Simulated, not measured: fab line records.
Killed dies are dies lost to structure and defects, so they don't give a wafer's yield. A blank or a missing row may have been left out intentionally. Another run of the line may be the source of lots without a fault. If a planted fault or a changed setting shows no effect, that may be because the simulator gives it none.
A struck lot beside a sound one || flow sky130 || 14 steps out of a route of 708
Sound: wafers L468.3, L468.4, L468.5. Wafers L479.1, L479.4, L479.5 were the ones struck. At the end, the cause is stated.
For every step that has rows: the tool of each side, followed by ch and its chambers, followed by its first start. Under that, the readings that differ: sound wafers || struck wafers || difference of the means || sigmas: that difference in standard deviations of wafers without a fault.
alike: readings with means less than 2 such deviations apart, plus words and numbers identical on both sides. not compared: withheld readings, readings lacking a value on some wafer, bounds such as >300 that could conceal the same value, and numbers that have no deviation in the record and whose values overlap.
A row with sigmas, a row that says differs or no value, or rows on one side alone: a step with any of these is where the two part. Non-overlapping numbers with no deviation appear without sigmas and do not part them. Lack of a reading on every wafer of one side parts them only where that side has two or more wafers.

SKY_METAL1_SPUTTER_02: material AlCu, target thk 250 nm, time 13.3 s.
  struck on pvd sputter-01, day 36 13:35; sound on pvd sputter-02, day 32 23:15
  alike: throttle valve pct
SKY_METAL1_SPUTTER_03: material Ti, target thk 5 nm, time 3.3 s.
  struck on pvd sputter-01, day 36 13:37; sound on pvd sputter-02, day 32 23:16
  alike: throttle valve pct
SKY_METAL1_SPUTTER_04: material TiN, target thk 70 nm, time 58.3 s.
  struck on pvd sputter-01, day 36 13:37; sound on pvd sputter-02, day 32 23:17
  alike: throttle valve pct
SKY_METAL1_RS_MEAS_05: the measuring method here is four-point-probe.
  struck on film metro-02, day 36 13:40; sound on film metro-03, day 32 23:23
  alike: METAL1_ALCU_RS
SKY_METAL1_THK_MEAS_06: measures by xrf.
  struck on film metro-02, day 36 13:47; sound on film metro-03, day 32 23:29
  alike: METAL1_ALCU_THK
then, 4 steps without rows for these wafers: SKY_METAL1_DEHYDRATE_07 (time 60 s); SKY_METAL1_HMDS_08 (prime time 60 s); SKY_METAL1_COAT_09 (resist thk 60 nm); SKY_METAL1_COAT_10 (resist thk 450 nm).
SKY_METAL1_SOFTBAKE_11: time 93.86 s.
  sound on litho track-02 ch 0; struck on litho track-03 ch 0
  alike: plate sensor t centre C, plate sensor t edge C
then, 2 steps without rows for these wafers: SKY_METAL1_EXPOSE_12 (exposes mask MM1, target cd 140 nm); SKY_METAL1_PEB_13.
SKY_METAL1_DEVELOP_14: develop time 60 s.
  struck on litho track-02, day 37 15:00; sound on litho track-02 ch 0, day 34 02:00
  no value came back on the struck wafers for chill plate temp C (C), develop time s (s); on the sound wafers chill plate temp C (C) reads 22.90 22.74 23.00
{"reading": "model.KrF-thick_of_METAL1_COAT_10.thk nm (nm)", "sound": "438.2 437.5 437.2", "struck": "451 450 448.5", "difference": "+12", "sigmas": ""}
SKY_METAL1_CD_MEAS_15: the cd target is 140 nm.
  struck on cd sem-01, day 37 16:05; sound on cd sem-01, day 34 02:46
{"reading": "cd nm (nm)", "sound": "139.2 138.3 138.0", "struck": "- - -", "difference": "no value on the struck wafers", "sigmas": ""}

## WHERE THEY PART
Last at SKY_METAL1_CD_MEAS_15 as far as this record goes, first at SKY_METAL1_DEVELOP_14.

WHY: what had been put in by the simulator
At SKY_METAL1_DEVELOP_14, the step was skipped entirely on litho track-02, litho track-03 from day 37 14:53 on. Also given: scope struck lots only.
